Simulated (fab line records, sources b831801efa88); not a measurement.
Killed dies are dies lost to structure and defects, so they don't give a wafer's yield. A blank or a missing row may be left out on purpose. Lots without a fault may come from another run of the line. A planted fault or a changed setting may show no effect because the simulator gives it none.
Chamber matching | flow gf180mcu | GF_V5_CMP_04 on cmp-02: 4 sister chambers
The step polishes SiO2. 4 wafers are shown with their chamber, then 7 later ones without.

WAFERS WITH THEIR CHAMBER
wafer  | chamber | motor_current_A (A)
L560.6 | 2       | 14.2
L564.3 | 3       | 12.0
L565.1 | 1       | 10.1
L565.4 | 0       | 10.9

WAFERS WITHOUT THEIR CHAMBER
wafer  | motor_current_A (A)
L565.6 | 11.1
L576.2 | 11.1
L576.4 | 12.3
L576.5 | 14.0
L578.1 | 11.9
L578.3 | 10.4
L578.6 | 10.7

WHICH CHAMBER EACH WENT THROUGH
wafer  | from the rows above     | in truth
L565.6 | 0                       | 0
L576.2 | 0                       | 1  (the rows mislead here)
L576.4 | 3                       | 3
L576.5 | 2                       | 2
L578.1 | 3                       | 3
L578.3 | can't be placed: 1 or 0 | 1
L578.6 | can't be placed: 0 or 1 | 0
Placed correctly: 4 of 7. Can't be placed from these rows: 2 (the true chamber is among the candidates in 2). Placed wrongly: 1.
How it was worked out, from the rows above alone: a wafer's distance from a chamber is the root of the sum, over the readings, of the square of ((its reading less the chamber's mean) divided by the reading's scatter). The wafer belongs to the nearest chamber; if the next one is less than 2 further off, it can't be placed. A chamber's mean is the mean of its shown wafers. The scatter: with one shown wafer a chamber, the root of the mean of the squares of how far each hidden wafer lies from its nearest shown one.
